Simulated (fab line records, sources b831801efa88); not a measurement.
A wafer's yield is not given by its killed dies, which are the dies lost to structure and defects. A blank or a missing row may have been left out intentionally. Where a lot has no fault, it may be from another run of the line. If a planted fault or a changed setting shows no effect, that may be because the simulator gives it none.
Matching of chambers -- flow gf180mcu -- GF_V3_ETCH_16 on rie_diel-03 has 4 sister chambers
The step etches BARC in N2/H2. 20 wafers are shown with their chamber, then 10 later ones without.

== EACH WAFER AND ITS CHAMBER ==
wafer,chamber,drypump_motor_current_A (A),throttle_valve_pct (%),h2_flow_sccm (sccm)
L074.1,2,6.4,13.213,199.3
L074.5,0,6.1,13.224,200.2
L074.6,3,5.6,13.230,200.3
L075.1,3,5.6,13.251,201.2
L075.3,0,6.2,13.226,200.2
L075.4,3,5.6,13.230,200.6
L076.1,0,6.1,13.243,200.9
L076.3,3,5.6,13.230,200.8
L076.6,0,6.1,13.221,201.1
L080.3,3,5.6,13.232,199.7
L080.4,1,5.7,13.234,199.1
L080.5,0,6.1,13.215,200.4
L084.3,2,6.4,13.228,200.4
L084.5,0,6.2,13.219,200.5
L084.6,1,5.6,13.219,200.1
L085.1,1,5.6,13.234,200.5
L085.3,0,6.1,13.215,199.4
L085.6,3,5.6,13.214,199.6
L088.1,2,6.4,13.215,199.6
L088.2,1,5.6,13.242,200.2

SIGNATURES (averages over the wafers above)
reading,chamber 0,chamber 1,chamber 2,chamber 3,scatter within a chamber
drypump_motor_current_A,6.129,5.625,6.400,5.600,0.0369
throttle_valve_pct,13.22329,13.23225,13.21867,13.23117,0.0102
h2_flow_sccm,200.386,199.975,199.767,200.367,0.589
Rule: distance of a wafer from a chamber = root of the sum over the readings of ((wafer's reading minus chamber's mean) / reading's scatter) squared. If the next closest chamber is less than 2 further off than the closest, the wafer can't be placed; otherwise it belongs to the closest. The scatter: the root of (the sum of the squares of (reading less its chamber's mean) over the shown wafers, divided by (wafers less chambers)).

== WAFERS MISSING THEIR CHAMBER ==
wafer,drypump_motor_current_A (A),throttle_valve_pct (%),h2_flow_sccm (sccm)
L088.4,5.6,13.209,199.7
L090.3,6.4,13.232,199.8
L090.5,5.6,13.221,200.3
L090.6,6.4,13.212,199.9
L093.1,5.7,13.214,200.4
L093.3,6.5,13.236,199.9
L093.4,5.6,13.233,200.4
L094.1,6.4,13.215,199.3
L094.3,6.1,13.205,200.5
L094.4,6.4,13.218,200.2

== WHICH CHAMBER EACH WENT THROUGH ==
wafer,from the rows above,in truth
L088.4,can't be placed: 1 or 3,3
L090.3,2,2
L090.5,can't be placed: 3 or 1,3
L090.6,2,2
L093.1,can't be placed: 1 or 3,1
L093.3,2,2
L093.4,can't be placed: 3 or 1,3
L094.1,2,2
L094.3,0,0
L094.4,2,2
Correct placement for 6 of the 10. From these rows, 4 cannot be placed; in 4 the true chamber is one of the candidates. Number placed wrongly: 0.
